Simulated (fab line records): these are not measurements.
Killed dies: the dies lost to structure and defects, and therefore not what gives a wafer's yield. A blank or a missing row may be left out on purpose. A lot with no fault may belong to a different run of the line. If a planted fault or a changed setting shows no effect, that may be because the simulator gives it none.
Which tool was responsible? + flow sky130 + 14 lots with 42 wafers sampled at 2 steps, on a route of 708 steps

== WHAT THE GAUGES SHOWED, per wafer ==
No reading from a measuring or inspecting step in the record can be judged against a usual standard deviation.

== EACH LOT AND THE TOOL THAT RAN IT (in order: tool; ch and the chambers of the sampled wafers; start) ==
| lot  | SKY_SONOS_ONO_WET_ETCH_18      | SKY_PAD_OPEN_PROBE_99   |
|------|--------------------------------|-------------------------|
| L419 | wetBench-04 ch 0, day 12 18:26 | prober-02, day 46 01:26 |
| L420 | wetBench-01 ch 0, day 13 08:24 | prober-01, day 46 13:24 |
| L421 | wetBench-01 ch 1, day 13 09:21 | prober-02, day 46 13:43 |
| L422 | wetBench-04 ch 2, day 13 17:31 | prober-01, day 46 15:35 |
| L423 | wetBench-01 ch 1, day 13 23:54 | prober-02, day 46 22:01 |
| L424 | wetBench-04 ch 1, day 14 06:25 | prober-01, day 47 00:29 |
| L425 | wetBench-02 ch 3, day 14 23:05 | prober-02, day 47 15:59 |
| L426 | wetBench-04 ch 1, day 15 05:04 | prober-01, day 47 17:49 |
| L427 | wetBench-04 ch 3, day 15 05:22 | prober-02, day 47 20:52 |
| L428 | wetBench-01 ch 0, day 15 12:49 | prober-01, day 48 03:30 |
| L432 | wetBench-01 ch 0, day 17 01:49 | prober-01, day 48 23:56 |
| L435 | wetBench-01 ch 2, day 18 03:45 | prober-02, day 49 15:59 |
| L436 | wetBench-01 ch 3, day 18 10:37 | prober-01, day 49 22:24 |
| L437 | wetBench-04 ch 1, day 18 18:26 | prober-02, day 50 06:04 |
- SKY_SONOS_ONO_WET_ETCH_18: etches Si3N4 in H3PO4, target depth 15 nm, time 172 s.
- SKY_PAD_OPEN_PROBE_99

== AS READ BY THE TOOLS THEMSELVES (means over the sampled wafers that have a number; for cases with no such wafer, the mark the record gives instead) ==
SKY_PAD_OPEN_PROBE_99.
| lot  | tool      | killed_at_M0_to_M3 | killed_at_M4_up | killedAtContacts | killedAtFrontEnd | killedAtOther | killedDies | killedOpen | killedShort |
|------|-----------|--------------------|-----------------|------------------|------------------|---------------|------------|------------|-------------|
| L419 | prober-02 | 53                 | 2.7             | 21               | 19               | 0.7           | 95         | 57         | 39          |
| L420 | prober-01 | 32                 | 4.7             | 22               | 15               | 0.7           | 73         | 39         | 34          |
| L421 | prober-02 | 43                 | 5.0             | 26               | 17               | 0.3           | 92         | 47         | 45          |
| L422 | prober-01 | 38                 | 3.7             | 22               | 12               | 0.3           | 76         | 40         | 36          |
| L423 | prober-02 | 38                 | 3.7             | 28               | 13               | 0.7           | 83         | 47         | 37          |
| L424 | prober-01 | 42                 | 1.3             | 23               | 15               | 0.7           | 82         | 48         | 34          |
| L425 | prober-02 | 41                 | 3.0             | 25               | 15               | 0.3           | 84         | 42         | 41          |
| L426 | prober-01 | 41                 | 3.3             | 29               | 14               | 1.3           | 89         | 46         | 41          |
| L427 | prober-02 | 45                 | 3.0             | 23               | 11               | 0.3           | 83         | 45         | 38          |
| L428 | prober-01 | 43                 | 4.0             | 27               | 17               | 0.0           | 90         | 48         | 43          |
| L432 | prober-01 | 40                 | 2.3             | 24               | 17               | 1.3           | 85         | 45         | 39          |
| L435 | prober-02 | 37                 | 4.0             | 20               | 60               | 0.0           | 120        | 41         | 36          |
| L436 | prober-01 | 32                 | 3.7             | 24               | 54               | 0.0           | 114        | 45         | 32          |
| L437 | prober-02 | 44                 | 6.0             | 25               | 18               | 0.3           | 93         | 47         | 46          |

== THE ANSWER, worked out from the rows above alone ==
Rule: the usual values come from the lots themselves. The widest of any qualifying gaps counts: lots, ordered by their means at a reading, are off when they make up no more than a third of the lots, leave a main group of 4 or more, and stand apart from it by 3 or more times the standard deviation of that group's means. A main group whose means are all the same, to the digits that the tables above print for the reading, isn't used. A lot without any number at a reading at which 4 lots or more have one is off too. Where the step has rows for the other lots, those lots are counted as sound. First the gauges in route order, then the tools' own readings, where a lot's mean is used as printed above. The first step at which some lot is off is used, and at that step the reading that is off furthest; a lot without a number counts as furthest.
Off at SKY_PAD_OPEN_PROBE_99 (killedAtFrontEnd): L435, L436. Mean 15 and standard deviation 2.3 in the main group.
A tool fits if, at that step or a process step before it, it ran every lot that is off, and no sound lot after the first of them. One fits: SKY_SONOS_ONO_WET_ETCH_18 on wetBench-01. A fault onset in the window from L432 (day 17 01:49, its last sound lot) to L435 (day 18 03:45, its first lot off) fits.

== WHAT THE SIMULATOR HAD PUT IN ==
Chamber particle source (wetBench-01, SKY_SONOS_ONO_WET_ETCH_18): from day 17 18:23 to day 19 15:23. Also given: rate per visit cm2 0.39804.
Struck lots among those shown: L435, L436. Same finding as the rule above.
